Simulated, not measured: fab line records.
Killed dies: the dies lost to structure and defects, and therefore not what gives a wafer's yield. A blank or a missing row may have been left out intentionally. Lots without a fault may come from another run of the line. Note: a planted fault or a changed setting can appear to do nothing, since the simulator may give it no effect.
fab line records	flow sky130
[record] lots = 11	wafers = 33	last-day = 50
route steps=708 shown RES_PROTECT@214 LDD_HVN@274 SD_N@350 VIA3@588 PAD_OPEN@708
lots with no fault: from the same line, run without faults
start-h: hours from the record's opening day to when the first of the lot's shown wafers began	wait-h: how many hours have passed since the lot's step before this one	" repeats the value in the row above	L1.1+2: a row that stands for several wafers	- either no value or no given start	* or withheld: withheld	< > ~ a bound
route shown NAME@n: NAME is a module with steps in the file, n the number in the route of the first one	usual: mean and standard deviation over wafers with no fault	same: alike in all rows	chamber/n: place in a boat	sites: each site's reading	_std_site: standard deviation of those values	_edge_site: the outer-site mean with the inner-site mean subtracted	radius-mm: for every site, how far away it sits from the centre of the wafer	mask NAME#n: copy n	behind: the last tool/chamber to shape the wafer	hold: what put the lot on hold/how long, in hours/how the hold closed	device: transistor that didn't switch, given as n, p or np	end of line: tests of these same wafers at the route's end	a step without rows: its recipe alone	killed: dies that structure and defects cost at the first sort, which is not the same as the wafer's yield	map: dies across one wafer; x = killed, . = not, _ = none there
set.NAME: setting as actually run; set.NAME@STEP: the setting as run at that earlier step	model.NAME: the simulator's own value behind a step, which no gauge read
one table for each step of the route and one row for each wafer, over a sample of lots
services: from which hour (start-h, from the record's first day; less than 0 if before it) a tool's chamber was out of use, for how many hours, and why
[[steps]]
[step SKY_RES_PROTECT_STRIP_07]
[recipe] chemistry = O2/N2	power-w = 1400	pressure-mtorr = 1500	platen-temp-c = withheld	o2-flow-sccm = 3000	n2-flow-sccm = 300	overash-fraction = 0.5
[usual] drypump-motor-current-A = 5.5/0.46	oes-product-au = 0.518/0.0043	strip-time-to-endpoint-s = 23.28/0.05
lot.wafer	tool	chamber	start-h	wait-h	drypump-motor-current-A	oes-product-au	rf-hours-counter-h	strip-time-to-endpoint-s
L694.1	plasma-asher-01	1	352.12	0.1	4.9	0.515	69	23.27
L694.2	"	0	"	"	5.8	0.521	69	23.28
L694.3	"	0	"	"	5.8	0.512	-	23.27
L697.1	plasma-asher-04	0	379.61	0.1	5.0	0.520	54	23.35
L697.3	"	0	"	"	5.0	0.520	-	23.35
L697.4	"	1	"	"	5.9	0.519	-	23.35
L698.2	plasma-asher-04	1	396.86	0.1	5.9	0.512	55	23.20
L698.5	"	0	"	"	5.0	0.521	-	23.21
L698.6	"	1	"	"	5.9	0.524	-	23.19
L701.1	plasma-asher-04	1	411.79	0.1	5.9	0.515	57	23.31
L701.4	"	1	"	"	5.9	0.525	-	23.32
L701.6	"	1	"	"	5.9	0.521	-	23.28
L703.2	plasma-asher-03	1	434.04	0.1	5.6	0.518	75	23.27
L703.4	"	0	"	"	6.2	0.515	-	23.26
L703.5	"	0	"	"	6.2	0.512	-	23.31
L704.1	plasma-asher-01	0	434.34	0.1	5.8	0.524	0	23.26
L704.3	"	0	"	"	5.8	0.523	-	23.25
L704.5	"	1	"	"	4.9	0.511	-	23.25
L706.3	plasma-asher-03	0	448.15	0.1	6.2	0.519	-	23.23
L706.4	"	1	"	"	5.6	0.523	-	23.20
L706.5	"	1	"	"	5.6	0.519	-	23.26
L708.2	plasma-asher-01	0	474.91	0.1	5.7	0.522	4	23.30
L708.3	"	0	"	"	5.8	0.510	-	23.29
L708.6	"	1	"	"	4.9	0.520	-	23.28
L710.1	plasma-asher-03	1	482.47	0.1	5.6	0.517	79	23.37
L710.4	"	0	"	"	6.2	0.520	-	23.38
L710.5	"	0	"	"	6.2	0.515	-	23.38
L713.1	plasma-asher-04	1	511.44	0.1	5.9	0.512	67	23.32
L713.3	"	1	"	"	5.9	0.513	-	23.38
L713.6	"	0	"	"	5.0	0.532	-	23.38
L715.1	plasma-asher-03	0	526.82	0.1	6.2	0.512	84	23.29
L715.5	"	0	"	"	6.2	0.520	-	23.33
L715.6	"	1	"	"	5.6	0.520	-	23.31
[step SKY_LDD_HVN_OVL_MEAS_07]
[usual] LDD_HVN_OVL = -0.7/1.5
lot.wafer	tool	chamber	start-h	wait-h	LDD_HVN_OVL[nm]
L694.1	overlay-02	-	483.96	0.1	0.2
L694.2	"	-	"	"	1.4
L694.3	"	-	"	"	1.6
L697.1	overlay-02	-	509.59	0.1	-1.5
L697.3	"	-	"	"	-0.4
L697.4	"	-	"	"	-1.2
L698.2	overlay-02	-	526.72	0.1	-3.9
L698.5	"	-	"	"	-3.1
L698.6	"	-	"	"	-1.7
L701.1	overlay-01	-	540.21	0.1	-1.3
L701.4	"	-	"	"	-0.9
L701.6	"	-	"	"	-1.9
L703.2	overlay-01	-	563.37	0.1	0.7
L703.4	"	-	"	"	-1.2
L703.5	"	-	"	"	-0.2
L704.1	overlay-01	-	563.52	0.1	-0.6
L704.3	"	-	"	"	-1.0
L704.5	"	-	"	"	-1.9
L706.3	overlay-01	-	575.50	0.1	1.0
L706.4	"	-	"	"	0.1
L706.5	"	-	"	"	0.8
L708.2	overlay-01	-	601.27	0.1	-1.2
L708.3	"	-	"	"	0.7
L708.6	"	-	"	"	-0.3
L710.1	overlay-01	-	607.36	0.1	0.8
L710.4	"	-	"	"	1.5
L710.5	"	-	"	"	2.5
L713.1	overlay-01	-	633.82	0.1	1.4
L713.3	"	-	"	"	0.7
L713.6	"	-	"	"	-1.1
L715.1	overlay-01	-	649.41	0.1	-2.8
L715.5	"	-	"	"	-1.5
L715.6	"	-	"	"	-1.6
[step SKY_SD_N_OVL_MEAS_08]
[usual] SD_N_OVL = 0.6/1.4
lot.wafer	tool	chamber	start-h	wait-h	SD_N_OVL[nm]
L694.1	overlay-01	-	664.18	0.1	0.9
L694.2	"	-	"	"	0.1
L694.3	"	-	"	"	0.3
L697.1	overlay-02	-	688.29	0.1	2.9
L697.3	"	-	"	"	2.0
L697.4	"	-	"	"	1.7
L698.2	overlay-02	-	705.14	0.1	2.1
L698.5	"	-	"	"	2.2
L698.6	"	-	"	"	1.4
L701.1	overlay-01	-	714.93	0.1	2.1
L701.4	"	-	"	"	0.8
L701.6	"	-	"	"	2.6
L703.2	overlay-02	-	738.73	0.1	-1.0
L703.4	"	-	"	"	-0.3
L703.5	"	-	"	"	-1.9
L704.1	overlay-02	-	738.98	0.1	1.0
L704.3	"	-	"	"	2.5
L704.5	"	-	"	"	0.3
L706.3	overlay-02	-	748.39	0.1	2.5
L706.4	"	-	"	"	1.9
L706.5	"	-	"	"	1.8
L708.2	overlay-02	-	772.69	0.1	0.3
L708.3	"	-	"	"	-0.1
L708.6	"	-	"	"	0.5
L710.1	overlay-01	-	777.18	0.1	2.8
L710.4	"	-	"	"	1.2
L710.5	"	-	"	"	0.5
L713.1	overlay-01	-	801.91	0.1	0.9
L713.3	"	-	"	"	2.3
L713.6	"	-	"	"	2.0
L715.1	overlay-02	-	816.29	0.1	-2.0
L715.5	"	-	"	"	-1.1
L715.6	"	-	"	"	-0.8
[step SKY_VIA3_ETCH_15]
[recipe] target = SiO2	chemistry = C4F8/O2/Ar	target-depth-nm = 507	stop-on = TiN	mask-material = KrF-thick	source-w = 1500	bias-w = 1200	pressure-mtorr = 40	c4f8-flow-sccm = withheld	O2_flow_sccm = 6	Ar_flow_sccm = 300	time-s = 78
[usual] oes-product-au = 0.945/0.0044
lot.wafer	tool	chamber	start-h	wait-h	oes-product-au	rf-hours-counter-h
L694.1	rie-diel-04	0	942.27	0.0	0.947	27
L694.2	"	2	"	"	0.939	20
L694.3	"	3	"	"	0.944	7
L697.1	rie-diel-04	2	965.44	0.0	0.950	21
L697.3	"	1	"	"	0.944	17
L697.4	"	2	"	"	0.946	-
L698.2	rie-diel-04	3	979.61	0.0	0.948	8
L698.5	"	1	"	"	0.950	-
L698.6	"	0	"	"	0.946	-
L701.1	rie-diel-01	0	986.31	0.0	0.943	19
L701.4	"	0	"	"	0.948	-
L701.6	"	3	"	"	0.947	-
L703.2	rie-diel-03	1	1006.14	0.0	0.946	16
L703.4	"	3	"	"	0.952	12
L703.5	"	0	"	"	0.941	-
L704.1	rie-diel-01	1	1007.64	0.0	0.951	4
L704.3	"	0	"	"	0.947	20
L704.5	"	0	"	"	0.946	-
L706.3	rie-diel-03	2	1015.56	0.0	0.947	12
L706.4	"	0	"	"	0.949	5
L706.5	"	2	"	"	0.943	-
L708.2	rie-diel-03	0	1036.27	0.0	0.737	5
L708.3	"	3	"	"	0.953	13
L708.6	"	2	"	"	0.727	-
L710.1	rie-diel-04	2	1039.62	0.0	0.951	24
L710.4	"	3	"	"	0.951	9
L710.5	"	0	"	"	0.944	-
L713.1	rie-diel-04	3	1059.07	0.0	0.941	10
L713.3	"	2	"	"	0.949	24
L713.6	"	2	"	"	0.938	-
L715.1	rie-diel-04	2	1073.21	0.0	0.943	25
L715.5	"	0	"	"	0.942	-
L715.6	"	3	"	"	0.944	-
[step SKY_VIA3_STRIP_16]
[recipe] chemistry = O2/N2	power-w = 1400	pressure-mtorr = 1500	platen-temp-c = withheld	o2-flow-sccm = 3000	n2-flow-sccm = 300	overash-fraction = 0.5
[usual] drypump-motor-current-A = 5.5/0.47	oes-product-au = 0.402/0.0043	strip-time-to-endpoint-s = 4.141/0.025
lot.wafer	tool	chamber	start-h	wait-h	drypump-motor-current-A	oes-product-au	rf-hours-counter-h	strip-time-to-endpoint-s
L694.1	plasma-asher-03	1	942.33	0.0	5.6	0.402	20	4.146
L694.2	"	0	"	"	6.2	0.405	20	4.178
L694.3	"	0	"	"	6.2	0.401	-	4.164
L697.1	plasma-asher-01	0	965.50	0.0	5.8	0.403	57	4.130
L697.3	"	1	"	"	4.9	0.404	-	4.116
L697.4	"	0	"	"	5.8	0.398	-	4.149
L698.2	plasma-asher-04	1	979.67	0.0	5.9	0.398	116	4.154
L698.5	"	0	"	"	5.0	0.399	-	4.156
L698.6	"	1	"	"	5.9	0.401	-	4.155
L701.1	plasma-asher-04	1	986.37	0.0	5.9	0.398	116	4.091
L701.4	"	1	"	"	5.9	0.393	-	4.111
L701.6	"	1	"	"	5.9	0.400	-	4.141
L703.2	plasma-asher-01	0	1006.20	0.0	5.8	0.402	61	4.137
L703.4	"	1	"	"	4.9	0.405	-	4.136
L703.5	"	1	"	"	4.9	0.405	-	4.137
L704.1	plasma-asher-01	1	1007.70	0.0	4.9	0.403	61	4.125
L704.3	"	0	"	"	5.8	0.399	-	4.113
L704.5	"	0	"	"	5.8	0.397	-	4.127
L706.3	plasma-asher-01	0	1015.65	0.1	5.8	0.407	-	4.113
L706.4	"	1	"	"	4.9	0.401	-	4.119
L706.5	"	1	"	"	4.9	0.405	-	4.129
L708.2	plasma-asher-01	0	1036.33	0.0	5.8	0.417	65	4.583
L708.3	"	0	"	"	5.8	0.403	-	4.139
L708.6	"	1	"	"	4.9	0.422	-	4.601
L710.1	plasma-asher-01	1	1039.68	0.0	4.9	0.403	65	4.173
L710.4	"	1	"	"	4.9	0.405	-	4.171
L710.5	"	1	"	"	4.9	0.408	-	4.178
L713.1	plasma-asher-03	0	1059.13	0.0	6.2	0.404	32	4.187
L713.3	"	1	"	"	5.6	0.412	-	4.211
L713.6	"	1	"	"	5.6	0.405	-	4.187
L715.1	plasma-asher-04	1	1073.27	0.0	5.9	0.404	1	4.165
L715.5	"	1	"	"	5.9	0.401	-	4.152
L715.6	"	0	"	"	5.0	0.405	-	4.169
[step SKY_PAD_OPEN_PROBE_99]
[usual] defect-limited-yield = 82.3/1.9	killed_at_M0_to_M3 = 44/6.5	killed_at_M4_up = 3.3/1.9	killed-at-contacts = 24/5.3	killed-at-front-end = 15/4.5	killed-at-other = 0.3/0.58	killed-dies = 87/9.3	killed-on-rim = 17/4.2	killed-open = 48/6.6	killed-short = 39/6.1	sort_bin_3_pad_short = 0.9/0.46	sort_bin_5_function = 10.5/1.6	sort_bin_6_memory = 6.3/1.1	sort-n-pass = 405/9.3	sort-yield-pct = 82.3/1.9
[same] gross-dies = 492	killed-at-back-side = 0	sort_bin_4_leakage[%] = 0	sort_bin_8_speed[%] = 0
lot.wafer	tool	chamber	start-h	wait-h	defect-limited-yield[%]	killed_at_M0_to_M3	killed_at_M4_up	killed-at-contacts	killed-at-front-end	killed-at-other	killed-dies	killed-on-rim	killed-open	killed-short	sort_bin_3_pad_short[%]	sort_bin_5_function[%]	sort_bin_6_memory[%]	sort-n-pass	sort-yield-pct[%]
L703.2	prober-01	-	1140.73	0.1	81.7	37	3	19	31	0	90	21	44	46	1.4	9.6	7.3	402	81.7
L703.4	prober-01	-	1140.83	0.2	82.5	51	0	23	11	1	86	18	49	37	0.8	11.6	5.1	406	82.5
L703.5	prober-01	-	1140.88	0.2	80.7	48	4	20	23	0	95	21	45	50	2.0	11.4	5.9	397	80.7
L704.1	prober-02	-	1143.13	0.1	82.7	45	5	24	11	0	85	16	43	42	0.2	11.2	5.9	407	82.7
L704.3	prober-02	-	1143.23	0.2	80.7	52	2	27	14	0	95	16	53	42	1.0	12.6	5.7	397	80.7
L704.5	prober-02	-	1143.33	0.2	80.7	40	5	35	14	1	95	19	50	45	0.6	11.0	7.7	397	80.7
L706.3	prober-02	-	1148.78	0.2	81.9	47	2	20	20	0	89	22	51	38	0.8	11.4	5.9	403	81.9
L706.4	prober-02	-	1148.83	0.2	82.9	37	0	28	19	0	84	19	49	35	0.6	10.8	5.7	408	82.9
L706.5	prober-02	-	1148.88	0.2	86.6	37	1	17	10	1	66	12	34	32	0.6	8.5	4.3	426	86.6
L708.2	prober-02	-	1165.94	0.1	0	436	3	31	22	0	492	96	65	50	0.4	92.1	7.5	0	0
L708.3	prober-02	-	1165.99	0.2	78.9	60	8	15	20	1	104	18	61	43	0.4	12.4	8.3	388	78.9
L708.6	prober-02	-	1166.14	0.2	0	455	7	21	8	1	492	96	38	51	1.0	92.9	6.1	0	0
L710.1	prober-01	-	1168.23	0.1	81.5	41	3	31	16	0	91	19	48	43	0.4	11.8	6.3	401	81.5
L710.4	prober-01	-	1168.38	0.2	81.7	39	1	35	14	1	90	18	50	40	0.8	10.6	6.9	402	81.7
L710.5	prober-01	-	1168.43	0.2	82.3	44	3	27	12	1	87	16	43	44	0.8	9.8	7.1	405	82.3
// killed by level:class
L703.2 CONTACT:geometric-particle:open=9 FIELD_ISO:geometric-particle:open=8 FIELD_ISO:geometric-particle:short=8 VIA1:geometric-particle:open=8 LOCAL_INTERCONNECT:geometric-particle:short=6 SPACER:geometric-particle:short=5 METAL1:geometric-particle:short=5 VIA2:geometric-particle:open=5
L703.4 CONTACT:geometric-particle:open=11 VIA1:geometric-particle:open=11 METAL2:geometric-particle:short=10 VIA3:geometric-particle:open=8 FIELD_ISO:geometric-particle:open=4 VIA2:geometric-particle:short=4 LI_CONTACT:geometric-particle:open=4 VIA1:geometric-particle:short=4
L703.5 VIA2:geometric-particle:open=9 CONTACT:geometric-particle:open=9 METAL1:geometric-particle:short=8 METAL2:geometric-particle:short=8 FIELD_ISO:geometric-particle:short=6 VIA1:geometric-particle:open=6 POLY_GATE:geometric-particle:open=5 VIA1:geometric-particle:short=5
L704.1 VIA1:geometric-particle:open=13 VIA3:geometric-particle:open=8 LI_CONTACT:geometric-particle:open=6 CONTACT:geometric-particle:open=6 METAL2:geometric-particle:short=6 LOCAL_INTERCONNECT:geometric-particle:short=5 CONTACT:geometric-particle:short=5 FIELD_ISO:geometric-particle:short=4
L704.3 VIA1:geometric-particle:open=12 METAL1:geometric-particle:short=10 LI_CONTACT:geometric-particle:open=8 CONTACT:geometric-particle:open=8 METAL3:geometric-particle:short=7 VIA3:geometric-particle:open=6 FIELD_ISO:geometric-particle:short=5 CONTACT:geometric-particle:short=5
L704.5 LI_CONTACT:geometric-particle:open=14 CONTACT:geometric-particle:open=11 METAL2:geometric-particle:short=9 VIA1:geometric-particle:open=7 VIA3:geometric-particle:open=6 METAL1:geometric-particle:short=6 FIELD_ISO:geometric-particle:short=5 FIELD_ISO:geometric-particle:open=4
L706.3 VIA1:geometric-particle:open=14 CONTACT:geometric-particle:open=12 FIELD_ISO:geometric-particle:short=8 VIA2:geometric-particle:open=7 FIELD_ISO:geometric-particle:open=6 POLY_GATE:geometric-particle:short=6 METAL1:geometric-particle:short=5 VIA1:geometric-particle:short=4
L706.4 CONTACT:geometric-particle:open=11 VIA1:geometric-particle:open=10 LI_CONTACT:geometric-particle:open=6 VIA3:geometric-particle:open=6 LOCAL_INTERCONNECT:geometric-particle:short=5 VIA1:geometric-particle:short=5 POLY_GATE:geometric-particle:open=4 POLY_GATE:geometric-particle:short=4
L706.5 VIA1:geometric-particle:open=7 CONTACT:geometric-particle:open=6 METAL2:geometric-particle:short=6 VIA2:geometric-particle:open=5 CONTACT:geometric-particle:short=4 METAL1:geometric-particle:short=4 VIA3:geometric-particle:open=4 FIELD_ISO:geometric-particle:short=3
L708.2 VIA3:area-etch=377 VIA1:geometric-particle:open=14 VIA3:geometric-particle:open=11 CONTACT:geometric-particle:open=11 FIELD_ISO:geometric-particle:open=9 LI_CONTACT:geometric-particle:open=9 METAL2:geometric-particle:short=6 VIA1:geometric-particle:short=6
L708.3 VIA1:geometric-particle:open=14 VIA3:geometric-particle:open=8 FIELD_ISO:geometric-particle:open=6 LI_CONTACT:geometric-particle:open=6 CONTACT:geometric-particle:open=6 METAL1:geometric-particle:short=6 VIA1:geometric-particle:short=6 METAL2:geometric-particle:short=6
L708.6 VIA3:area-etch=403 METAL1:geometric-particle:short=9 VIA1:geometric-particle:open=8 CONTACT:geometric-particle:open=6 VIA1:geometric-particle:short=6 METAL4:geometric-particle:short=6 METAL3:geometric-particle:short=5 METAL2:geometric-particle:open=5
L710.1 CONTACT:geometric-particle:open=11 VIA1:geometric-particle:open=9 VIA2:geometric-particle:open=8 LI_CONTACT:geometric-particle:open=7 LOCAL_INTERCONNECT:geometric-particle:short=7 METAL2:geometric-particle:short=5 VIA1:geometric-particle:short=4 VIA3:geometric-particle:open=4
L710.4 CONTACT:geometric-particle:open=11 LI_CONTACT:geometric-particle:open=10 VIA1:geometric-particle:open=8 LOCAL_INTERCONNECT:geometric-particle:short=6 CONTACT:geometric-particle:short=6 VIA3:geometric-particle:open=5 VIA1:geometric-particle:short=4 METAL2:geometric-particle:short=4
L710.5 LI_CONTACT:geometric-particle:open=9 VIA1:geometric-particle:open=9 VIA2:geometric-particle:open=7 LOCAL_INTERCONNECT:geometric-particle:short=6 METAL1:geometric-particle:short=6 VIA1:geometric-particle:short=5 METAL2:geometric-particle:short=5 CONTACT:geometric-particle:open=5
[[services]]
tool	chamber	start-h	hours	kind
rie-diel-04	-	377.64	28.1	pm
plasma-asher-04	-	381.16	2.2	repair
rie-diel-04	2	409.28	9.4	repair
plasma-asher-01	-	421.25	9.0	pm
plasma-asher-03	-	430.74	1.3	repair
rie-diel-04	0	488.48	6.2	repair
rie-diel-04	0	525.91	6.3	repair
plasma-asher-04	-	543.18	0.8	repair
plasma-asher-03	-	547.99	54.4	pm
plasma-asher-04	-	599.26	4.6	repair
plasma-asher-04	-	613.08	0.8	repair
plasma-asher-03	-	679.06	3.1	repair
rie-diel-04	3	694.70	8.5	repair
rie-diel-04	0	702.39	3.8	repair
plasma-asher-03	-	726.85	3.9	repair
plasma-asher-03	-	733.75	9.0	pm
plasma-asher-03	-	738.77	3.7	repair
plasma-asher-01	-	787.57	2.8	pm
plasma-asher-04	-	894.24	1.0	repair
plasma-asher-04	-	935.68	2.0	repair
plasma-asher-01	-	982.33	1.3	repair
plasma-asher-04	-	1013.77	15.6	pm
plasma-asher-04	-	1042.40	0.6	repair
plasma-asher-04	-	1055.25	9.0	pm
[[key]]
[first-sign] step = SKY_VIA3_ETCH_15	reading = oes-product-au	direction = down	sigmas = 48	usual = 0.945	struck = 0.732
[effect] step = SKY_VIA3_STRIP_16	reading = strip-time-to-endpoint-s	direction = up	sigmas = 18	usual = *	struck = *
[effect] step = SKY_PAD_OPEN_PROBE_99	reading = killed_at_M0_to_M3	direction = up	sigmas = 61	usual = 44	struck = 446
[more-kills-born-at] SKY_VIA3_ETCH_15@rie-diel-03 = 780
met-at SKY_VIA3_ETCH_15
struck-lots L708
struck-wafers L708.2,L708.6
later-rows-left-out L708.2,L708.6
not-acting-at SKY_RES_PROTECT_STRIP_07,SKY_LDD_HVN_OVL_MEAS_07,SKY_SD_N_OVL_MEAS_08
onset-between 1015.56 1036.27
[fault] kind = process-parameter-drift	tool = rie-diel-03	chamber = -	onset-h = 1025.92	steps = SKY_VIA3_ETCH_15	channel = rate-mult	offset = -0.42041	shape = step	end-h = 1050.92	scope = struck-wafers-only
// later-rows-left-out: the simulator's readings of these wafers behind a module that went badly wrong aren't trusted and aren't shown, but for the sort
